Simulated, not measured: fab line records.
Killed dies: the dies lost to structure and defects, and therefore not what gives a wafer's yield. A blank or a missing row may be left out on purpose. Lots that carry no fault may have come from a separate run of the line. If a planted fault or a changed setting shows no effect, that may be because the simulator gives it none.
Chamber matching -- flow sky130 -- 4 sister chambers for SKY_CONTACT_CMP_04 on cmp-02
The step polishes SiO2. 4 wafers are shown with their chamber, then 7 later ones without.

== EACH WAFER AND ITS CHAMBER ==
wafer,chamber,edgeZonePressureFrac
L547.3,3,1.011
L550.6,2,1.002
L552.1,1,1.002
L555.5,0,1.005

== WAFERS WHOSE CHAMBER IS MISSING ==
wafer,edgeZonePressureFrac
L555.6,1.002
L562.1,1.006
L562.3,1.013
L562.5,0.997
L563.1,1.001
L563.2,0.995
L563.3,1.002

== WHICH CHAMBER EACH ONE RAN IN ==
wafer,from the rows above,in truth
L555.6,can't be placed: 1 or 2 or 0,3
L562.1,can't be placed: 0 or 1 or 2 or 3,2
L562.3,can't be placed: 3 or 0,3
L562.5,can't be placed: 1 or 2 or 0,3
L563.1,can't be placed: 1 or 2 or 0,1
L563.2,can't be placed: 1 or 2 or 0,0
L563.3,can't be placed: 1 or 2 or 0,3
0 of 7 placed correctly. From these rows, 7 cannot be placed; in 4 the true chamber is one of the candidates. 0 placed wrongly.
How it was worked out, from the rows above alone: a wafer's distance from a chamber is the root of the sum, over the readings, of the square of ((its reading less the chamber's mean) divided by the reading's scatter). If the next closest chamber is less than 2 further off than the closest, the wafer can't be placed; otherwise it belongs to the closest. The mean given for a chamber averages the wafers shown for that chamber. The scatter (one wafer shown for each chamber): square how far every hidden wafer sits from the nearest shown wafer, average those squares and take the square root.
